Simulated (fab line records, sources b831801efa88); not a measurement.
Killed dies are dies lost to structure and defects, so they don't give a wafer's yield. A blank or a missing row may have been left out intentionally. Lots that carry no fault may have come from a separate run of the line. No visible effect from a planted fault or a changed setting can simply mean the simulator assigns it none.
fab line records	flow sky130
[record] lots = 13	wafers = 39	last-day = 50
route steps=708 shown NWELL@76 VT_ADJUST_HVTR@140 SPACER@305 PAD_OPEN@708
lots untouched by any fault: they come from a run of this same line in which no faults occurred
start-h: start of the lot's first displayed wafer, in hours after the record's first day	wait-h: hours elapsed since this lot's preceding step	" identical to the entry in the row above	L1.1+2: one row covering several wafers at once	- value missing, or start not given	* or withheld: withheld	< > ~ a bound
route shown NAME@n: NAME is a module with steps in the file, n the number in the route of the first one	usual: mean/standard deviation taken from wafers without a fault	same: alike in all rows	chamber/n: place in a boat	sites: the reading at each site	_std_site: how widely they spread, as a standard deviation	_edge_site: inner sites' mean taken away from outer sites' mean	radius-mm: how far each site lies from the wafer's centre	mask NAME#n: copy n	behind: the last tool/chamber to shape the wafer	hold: why the lot went on hold/how many hours it stayed there/how the hold came to an end	device: names the non-switching transistor (n, p or np)	end of line: tests of these same wafers at the route's end	for a step that has no rows: nothing shown but its recipe	killed: not the wafer's yield, but the dies lost to structure and defects at the first sort	map: shows each die of a wafer: x if killed, . if not, _ if none is there
set.NAME: the setting the step ran with; set.NAME@STEP: the setting that earlier step ran with	model.NAME: the simulator's own value behind a step, which no gauge read
a sample of lots followed through the steps of the route, with each step as a table and each wafer as a row
services: from which hour (start-h, from the record's first day; less than 0 if before it) a tool's chamber was out of use, for how many hours, and why
[[steps]]
[step SKY_NWELL_OVL_MEAS_23]
[usual] NWELL_01_OVL = -0.3/1.4
lot.wafer	tool	chamber	start-h	wait-h	NWELL_01_OVL[nm]
L640.2	overlay-01	-	104.45	-	0.5
L640.4	"	-	"	"	1.4
L640.5	"	-	"	"	1.6
L644.1	overlay-02	-	127.34	-	-1.2
L644.3	"	-	"	"	-2.3
L644.6	"	-	"	"	-1.9
L645.3	overlay-01	-	131.40	-	-0.5
L645.4	"	-	"	"	-2.6
L645.6	"	-	"	"	-0.5
L646.1	overlay-02	-	137.59	-	-1.1
L646.3	"	-	"	"	-1.7
L646.4	"	-	"	"	-0.6
L648.3	overlay-02	-	151.55	-	-1.6
L648.4	"	-	"	"	-1.0
L648.6	"	-	"	"	-0.5
L649.4	overlay-01	-	162.11	-	0.1
L649.5	"	-	"	"	1.2
L649.6	"	-	"	"	0.5
L650.1	overlay-01	-	170.59	-	1.1
L650.3	"	-	"	"	-0.6
L650.6	"	-	"	"	0.3
L651.1	overlay-02	-	175.09	-	1.2
L651.3	"	-	"	"	1.4
L651.6	"	-	"	"	1.0
L655.1	overlay-02	-	201.74	-	-0.3
L655.3	"	-	"	"	-0.6
L655.5	"	-	"	"	-0.4
L656.1	overlay-02	-	204.34	-	-4.3
L656.3	"	-	"	"	-3.1
L656.6	"	-	"	"	-0.9
L658.1	overlay-02	-	214.94	-	-2.2
L658.2	"	-	"	"	-0.8
L658.5	"	-	"	"	2.0
L661.2	overlay-01	-	232.10	-	0.2
L661.3	"	-	"	"	-0.6
L661.6	"	-	"	"	1.6
L663.1	overlay-01	-	246.04	-	-0.2
L663.4	"	-	"	"	2.6
L663.6	"	-	"	"	-0.2
[step SKY_VT_ADJUST_HVTR_IMPLANT_09]
[recipe] species = B	energy-kev = 10	dose-cm2 = 2.1e+12	tilt-deg = withheld
lot.wafer	tool	chamber	start-h	wait-h
L640.2+4+5	implanter-01	0	202.92	0.0
L644.1+3+6	implanter-01	0	230.49	0.0
L645.3+4+6	implanter-04	0	235.75	0.1
L646.1+3+4	implanter-02	0	243.60	0.0
L646.1+3+4	implanter-02	0	243.91	0.3
L648.3+4+6	implanter-04	0	260.99	0.1
L649.4+5+6	implanter-02	0	275.47	0.1
L650.1+3+6	implanter-02	0	285.09	0.0
L651.1+3+6	implanter-02	0	289.44	0.0
L651.1+3+6	implanter-02	0	289.76	0.3
L655.1+3+5	implanter-01	0	321.30	0.0
L656.1+3+6	implanter-02	0	326.30	0.0
L658.1+2+5	implanter-02	0	339.64	0.0
L661.2+3+6	implanter-01	0	359.17	0.0
L663.1+4+6	implanter-02	0	375.25	0.0
[step SKY_VT_ADJUST_HVTR_TW_MEAS_11]
[usual] VT_ADJUST_HVTR_TW = 209.9/1.1
lot.wafer	tool	chamber	start-h	wait-h	VT_ADJUST_HVTR_TW
L640.2	film-metro-02	-	203.16	0.1	210.6
L640.4	"	-	"	"	210.3
L640.5	"	-	"	"	211.9
L644.1	film-metro-02	-	230.74	0.1	210.0
L644.3	"	-	"	"	209.1
L644.6	"	-	"	"	209.1
L645.3	film-metro-01	-	235.97	0.1	210.1
L645.4	"	-	"	"	210.1
L645.6	"	-	"	"	210.6
L646.1	film-metro-01	-	244.16	0.1	253.4
L646.3	"	-	"	"	255.2
L646.4	"	-	"	"	254.0
L648.3	film-metro-01	-	261.21	0.1	209.8
L648.4	"	-	"	"	209.6
L648.6	"	-	"	"	209.4
L649.4	film-metro-01	-	275.67	0.1	207.3
L649.5	"	-	"	"	208.1
L649.6	"	-	"	"	208.2
L650.1	film-metro-03	-	285.34	0.1	209.6
L650.3	"	-	"	"	210.6
L650.6	"	-	"	"	211.0
L651.1	film-metro-03	-	290.12	0.1	257.2
L651.3	"	-	"	"	259.1
L651.6	"	-	"	"	256.2
L655.1	film-metro-01	-	321.55	0.1	210.7
L655.3	"	-	"	"	211.2
L655.5	"	-	"	"	211.4
L656.1	film-metro-03	-	326.55	0.1	209.7
L656.3	"	-	"	"	211.3
L656.6	"	-	"	"	211.1
L658.1	film-metro-02	-	339.89	0.1	209.9
L658.2	"	-	"	"	209.4
L658.5	"	-	"	"	209.5
L661.2	film-metro-01	-	359.41	0.1	209.5
L661.3	"	-	"	"	211.5
L661.6	"	-	"	"	209.1
L663.1	film-metro-03	-	375.50	0.1	211.0
L663.4	"	-	"	"	211.7
L663.6	"	-	"	"	211.7
[step SKY_SPACER_THK_MEAS_01]
[recipe] reads = Si3N4_of_SPACER_CVD_00
[usual] SPACER_CVD_00_THK = 43.2/0.44
lot.wafer	tool	chamber	start-h	wait-h	SPACER_CVD_00_THK[nm]
L640.2	film-metro-03	-	523.75	0.0	42.1
L640.4	"	-	"	"	42.5
L640.5	"	-	"	"	42.4
L644.1	film-metro-01	-	559.41	0.0	43.6
L644.3	"	-	"	"	43.0
L644.6	"	-	"	"	43.3
L645.3	film-metro-01	-	563.57	0.0	43.4
L645.4	"	-	"	"	43.7
L645.6	"	-	"	"	43.3
L646.1	film-metro-03	-	578.11	0.0	43.5
L646.3	"	-	"	"	43.6
L646.4	"	-	"	"	43.6
L648.3	film-metro-02	-	595.31	0.0	42.8
L648.4	"	-	"	"	42.4
L648.6	"	-	"	"	42.5
L649.4	film-metro-01	-	614.22	0.0	42.4
L649.5	"	-	"	"	42.6
L649.6	"	-	"	"	42.5
L650.1	film-metro-03	-	622.85	0.0	43.2
L650.3	"	-	"	"	43.2
L650.6	"	-	"	"	43.6
L651.1	film-metro-02	-	632.18	0.0	42.5
L651.3	"	-	"	"	43.1
L651.6	"	-	"	"	42.6
L655.1	film-metro-01	-	663.39	0.0	43.0
L655.3	"	-	"	"	43.3
L655.5	"	-	"	"	43.5
L656.1	film-metro-02	-	670.35	0.0	43.3
L656.3	"	-	"	"	43.3
L656.6	"	-	"	"	43.4
L658.1	film-metro-02	-	680.79	0.0	43.5
L658.2	"	-	"	"	43.4
L658.5	"	-	"	"	43.4
L661.2	film-metro-02	-	701.49	0.0	43.3
L661.3	"	-	"	"	43.3
L661.6	"	-	"	"	43.2
L663.1	film-metro-03	-	712.37	0.0	42.7
L663.4	"	-	"	"	42.7
L663.6	"	-	"	"	42.9
[step SKY_SPACER_ETCHBACK_02]
[recipe] chemistry = CH3F/O2	target = Si3N4	stop-on = SiO2	source-w = 400	bias-w = 80	pressure-mtorr = 25	ch3f-flow-sccm = 40	O2_flow_sccm = 30	time-s = 46.7	target-depth-a = 450
[usual] drypump-motor-current-A = 5.9/0.39	oes-product-au = 0.856/0.0068	throttle-valve-pct = 10.563/0.0097
lot.wafer	tool	chamber	start-h	wait-h	drypump-motor-current-A	oes-product-au	rf-hours-counter-h	throttle-valve-pct
L640.2	rie-diel-03	2	523.80	0.0	5.4	0.846	1	10.566
L640.4	"	1	"	"	5.0	0.851	39	10.573
L640.5	"	0	"	"	6.2	0.847	-	10.568
L644.1	rie-diel-03	1	559.47	0.1	5.0	0.863	40	10.559
L644.3	"	3	"	"	6.2	0.849	10	10.551
L644.6	"	3	"	"	6.2	0.862	-	10.566
L645.3	rie-diel-01	0	563.61	0.0	6.5	0.852	0	10.562
L645.4	"	0	"	"	6.5	0.861	-	10.570
L645.6	"	1	"	"	5.6	0.853	-	10.564
L646.1	rie-diel-02	2	578.17	0.1	5.6	0.858	7	10.569
L646.3	"	0	"	"	5.6	0.858	8	10.565
L646.4	"	1	"	"	6.2	0.857	11	10.565
L648.3	rie-diel-01	0	595.35	0.0	6.5	0.852	0	10.572
L648.4	"	2	"	"	6.3	0.847	3	10.574
L648.6	"	1	"	"	5.6	0.843	-	10.577
L649.4	rie-diel-01	2	614.25	0.0	6.2	0.843	4	10.573
L649.5	"	0	"	"	6.5	0.854	-	10.545
L649.6	"	3	"	"	5.4	0.851	-	10.548
L650.1	rie-diel-03	3	622.91	0.1	6.2	0.860	11	10.569
L650.3	"	1	"	"	5.1	0.857	41	10.562
L650.6	"	1	"	"	5.1	0.859	-	10.555
L651.1	rie-diel-02	0	632.24	0.1	5.6	0.841	9	10.571
L651.3	"	3	"	"	6.2	0.849	10	10.568
L651.6	"	2	"	"	5.6	0.846	-	10.555
L655.1	rie-diel-02	2	663.45	0.1	5.6	0.853	8	10.547
L655.3	"	0	"	"	5.6	0.857	9	10.577
L655.5	"	1	"	"	6.2	0.867	-	10.559
L656.1	rie-diel-03	0	670.41	0.1	6.1	0.856	16	10.562
L656.3	"	3	"	"	6.2	0.860	12	10.561
L656.6	"	1	"	"	5.1	0.859	-	10.561
L658.1	rie-diel-01	1	680.85	0.1	5.7	0.863	0	10.565
L658.2	"	2	"	"	6.2	0.865	5	10.581
L658.5	"	2	"	"	6.3	0.856	-	10.578
L661.2	rie-diel-02	0	701.54	0.0	5.6	0.864	10	10.547
L661.3	"	3	"	"	6.2	0.849	11	10.563
L661.6	"	1	"	"	6.2	0.861	-	10.557
L663.1	rie-diel-02	3	712.43	0.1	6.2	0.860	12	10.554
L663.4	"	1	"	"	6.2	0.848	-	10.557
L663.6	"	3	"	"	6.2	0.852	-	10.560
[step SKY_PAD_OPEN_PROBE_99]
[usual] killed_at_M0_to_M3 = 44/7.8	killed_at_M4_up = 3.1/1.7	killed-at-contacts = 25/5.1	killed-at-front-end = 15/4.4	killed-at-other = 0.5/0.68	killed-dies = 88/9.9	killed-open = 48/6.9	killed-short = 39/6.5
[same] gross-dies = 492	killed-at-back-side = 0
lot.wafer	tool	chamber	start-h	wait-h	killed_at_M0_to_M3	killed_at_M4_up	killed-at-contacts	killed-at-front-end	killed-at-other	killed-dies	killed-open	killed-short
L649.4	prober-01	-	1132.74	0.2	48	5	20	15	1	89	52	36
L649.5	prober-01	-	1132.79	0.2	28	2	30	19	1	80	50	28
L649.6	prober-01	-	1132.84	0.2	44	1	33	11	0	89	47	42
L651.1	prober-02	-	1145.52	0.1	47	4	20	22	1	94	44	50
L651.3	prober-02	-	1145.62	0.2	36	3	21	13	1	74	40	33
L651.6	prober-02	-	1145.77	0.2	32	2	19	13	0	66	36	30
// killed by level:class
L649.4 VIA3:geometric-particle:open=14 VIA1:geometric-particle:open=9 LI_CONTACT:geometric-particle:open=7 VIA2:geometric-particle:short=6 VIA2:geometric-particle:open=6 FIELD_ISO:geometric-particle:open=5 CONTACT:geometric-particle:open=5 METAL4:geometric-particle:short=5
L649.5 LI_CONTACT:geometric-particle:open=13 VIA1:geometric-particle:open=9 CONTACT:geometric-particle:open=8 FIELD_ISO:geometric-particle:short=7 FIELD_ISO:geometric-particle:open=5 POLY_GATE:geometric-particle:open=5 VIA3:geometric-particle:open=5 CONTACT:geometric-particle:short=4
L649.6 LI_CONTACT:geometric-particle:open=14 VIA1:geometric-particle:open=12 LI_CONTACT:geometric-particle:short=7 CONTACT:geometric-particle:open=6 METAL1:geometric-particle:short=6 CONTACT:geometric-particle:short=5 VIA3:geometric-particle:open=5 FIELD_ISO:geometric-particle:short=4
L651.1 FIELD_ISO:geometric-particle:short=11 METAL2:geometric-particle:short=7 LI_CONTACT:geometric-particle:open=6 METAL1:geometric-particle:short=6 LI_CONTACT:geometric-particle:short=5 VIA1:geometric-particle:short=5 VIA1:geometric-particle:open=5 VIA3:geometric-particle:open=5
L651.3 VIA1:geometric-particle:open=12 LI_CONTACT:geometric-particle:open=7 CONTACT:geometric-particle:open=7 POLY_GATE:geometric-particle:short=5 VIA1:geometric-particle:short=5 METAL2:geometric-particle:short=5 LOCAL_INTERCONNECT:geometric-particle:short=4 VIA2:geometric-particle:open=4
L651.6 CONTACT:geometric-particle:open=9 CONTACT:geometric-particle:short=6 METAL1:geometric-particle:short=6 VIA1:geometric-particle:open=5 VIA2:geometric-particle:open=4 VIA1:geometric-particle:short=4 VIA3:geometric-particle:open=4 FIELD_ISO:geometric-particle:open=3
[[services]]
tool	chamber	start-h	hours	kind
rie-diel-02	1	191.90	7.7	repair
rie-diel-02	2	198.97	3.7	repair
rie-diel-03	3	204.40	8.7	repair
implanter-01	-	210.95	1.1	repair
rie-diel-03	1	220.16	8.2	repair
rie-diel-01	2	228.28	4.9	repair
implanter-02	-	235.77	2.1	pm
implanter-02	-	237.92	5.5	pm
rie-diel-01	1	253.17	7.1	repair
rie-diel-02	2	271.89	12.0	repair
rie-diel-03	0	280.10	1.9	repair
rie-diel-03	-	282.09	0.9	repair
rie-diel-01	2	284.14	2.7	repair
rie-diel-03	1	293.23	4.3	repair
implanter-02	-	326.75	2.5	repair
rie-diel-02	-	418.13	4.4	repair
implanter-02	-	425.52	8.0	repair
implanter-02	-	440.94	13.3	pm
rie-diel-02	1	473.28	17.7	repair
implanter-02	-	473.96	2.7	repair
implanter-02	-	578.65	6.3	repair
implanter-02	-	623.13	5.8	repair
rie-diel-02	-	703.94	2.8	pm
rie-diel-02	2	707.04	12.0	repair
[[key]]
[first-sign] step = SKY_VT_ADJUST_HVTR_IMPLANT_09	reading = visit	direction = added
[effect] step = SKY_VT_ADJUST_HVTR_TW_MEAS_11	reading = VT_ADJUST_HVTR_TW	direction = up	sigmas = 42	usual = 209.9	struck = 255.8
met-at SKY_VT_ADJUST_HVTR_IMPLANT_09
struck-lots L646,L651
tester-left-out L646,L651
not-acting-at SKY_NWELL_OVL_MEAS_23,SKY_SPACER_THK_MEAS_01,SKY_SPACER_ETCHBACK_02
[fault] kind = repeated-step-whole	tool = implanter-01,implanter-02,implanter-04	chamber = -	onset-h = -	steps = SKY_VT_ADJUST_HVTR_IMPLANT_09	times = 1	scope = struck-lots-only
// tester-left-out: of these lots the tester's yield and bins aren't shown, on N5 and GAA mostly nor the transistor test; their killed dies are dies lost to structure and defects alone, not to doping, threshold or leakage, so they don't give the yield
